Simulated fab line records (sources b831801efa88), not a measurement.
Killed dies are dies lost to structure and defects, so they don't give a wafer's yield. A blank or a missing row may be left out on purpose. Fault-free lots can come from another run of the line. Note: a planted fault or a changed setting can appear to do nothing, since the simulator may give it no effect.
The tool behind it: which one? | flow gf180mcu | Sampling: 6 lots, 18 wafers, 3 of 602 route steps

## WHAT THE GAUGES SHOWED, per wafer
GF_M3_THK_MEAS_06: measures by xrf.
lot  | measured     | on            | M3_ALCU_THK (nm)
L960 | day 20 12:25 | film metro-03 | 452 446 452
L963 | day 21 16:49 | film metro-03 | 456 461 451
L965 | day 22 14:16 | film metro-04 | 452 455 451
L972 | day 25 07:10 | film metro-04 | 454 448 459
L977 | day 27 00:19 | film metro-04 | 451 449 453
L980 | day 27 19:19 | film metro-01 | 455 455 456

## EACH LOT AND THE TOOL THAT RAN IT (in order: tool; ch and the chambers of the sampled wafers; start)
lot  | GF_STI_ETCH_14                  | GF_CONTACT_ETCH_17
L960 | rie si-02 ch 0,2,3, day 2 06:36 | rie diel-02 ch 1,2,3, day 20 12:25 or earlier
L963 | rie si-02 ch 0,2,3, day 2 22:48 | rie diel-02 ch 0,3, day 21 16:49 or earlier
L965 | rie si-01 ch 0,2,3, day 3 08:20 | rie diel-02 ch 1,2,3, day 22 14:16 or earlier
L972 | rie si-02 ch 1,2,3, day 4 21:18 | rie diel-04 ch 1,2, day 25 07:10 or earlier
L977 | rie si-02 ch 0,2,3, day 5 22:53 | rie diel-03 ch 0,2,3, day 27 00:19 or earlier
L980 | rie si-02 ch 0,2, day 6 14:36   | rie diel-03 ch 1,2,3, day 27 19:19 or earlier
- GF_STI_ETCH_14: etches Si in HBr/Cl2/O2, target depth 360 nm, time 102.9 s.
- GF_CONTACT_ETCH_17: etches SiO2 in C4F8/O2/Ar, stops on CoSi2, target depth 860 nm.

## THE ANSWER, worked out from the rows above alone
Rule: the lots themselves supply what counts as usual. Put in order of their means at a reading, lots are off if they are a third of the lots or fewer, leave a main group of 4 or more, and stand apart from it by a gap of 3 or more times the standard deviation of the main group's means; of several such gaps the widest counts. A main group whose means are all the same, to the digits that the tables above print for the reading, isn't used. Also off: a lot with no number at a reading for which 4 or more lots have one. Any other lot the step has rows for is counted as sound.
No lot is off on any of the readings shown, so nothing can be concluded from this.

## WHAT HAD BEEN PUT IN BY THE SIMULATOR
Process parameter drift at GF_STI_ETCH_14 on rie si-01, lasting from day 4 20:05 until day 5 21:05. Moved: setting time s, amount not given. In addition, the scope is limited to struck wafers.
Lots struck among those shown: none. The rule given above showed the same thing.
